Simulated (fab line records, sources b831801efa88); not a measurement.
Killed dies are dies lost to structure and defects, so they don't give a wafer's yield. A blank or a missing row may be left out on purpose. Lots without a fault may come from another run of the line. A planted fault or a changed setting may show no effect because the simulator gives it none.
Chamber matching | flow sky130 | SKY_VIA3_CMP_02 on cmp-02: 4 sister chambers
The step polishes SiO2. 8 wafers are shown with their chamber, then 7 later ones without.

WAFERS WITH THEIR CHAMBER
wafer  | chamber | motor_current_A (A) | edge_zone_pressure_frac
L788.2 | 3       | 10.1                | 0.993
L788.3 | 2       | 11.1                | 0.996
L793.6 | 0       | 11.5                | 1.007
L794.1 | 3       | 10.2                | 0.997
L794.2 | 1       | 13.5                | 1.004
L794.4 | 2       | 10.8                | 1.003
L798.2 | 0       | 11.6                | 1.005
L798.4 | 1       | 13.3                | 1.007

WAFERS WITHOUT THEIR CHAMBER
wafer  | motor_current_A (A) | edge_zone_pressure_frac
L798.5 | 10.0                | 1.008
L803.1 | 10.3                | 1.003
L803.3 | 11.4                | 1.003
L803.5 | 14.0                | 0.997
L804.2 | 10.0                | 1.001
L804.3 | 11.1                | 1.000
L804.6 | 13.7                | 1.006

WHICH CHAMBER EACH WENT THROUGH
wafer  | from the rows above | in truth
L798.5 | 3                   | 3
L803.1 | 3                   | 3
L803.3 | 0                   | 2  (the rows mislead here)
L803.5 | 1                   | 1
L804.2 | 3                   | 3
L804.3 | 2                   | 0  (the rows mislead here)
L804.6 | 1                   | 1
Placed correctly: 5 of 7. Can't be placed from these rows: 0. Placed wrongly: 2.
How it was worked out, from the rows above alone: a wafer's distance from a chamber is the root of the sum, over the readings, of the square of ((its reading less the chamber's mean) divided by the reading's scatter). The wafer belongs to the nearest chamber; if the next one is less than 2 further off, it can't be placed. A chamber's mean is the mean of its shown wafers. The scatter: the root of (the sum of the squares of (reading less its chamber's mean) over the shown wafers, divided by (wafers less chambers)).
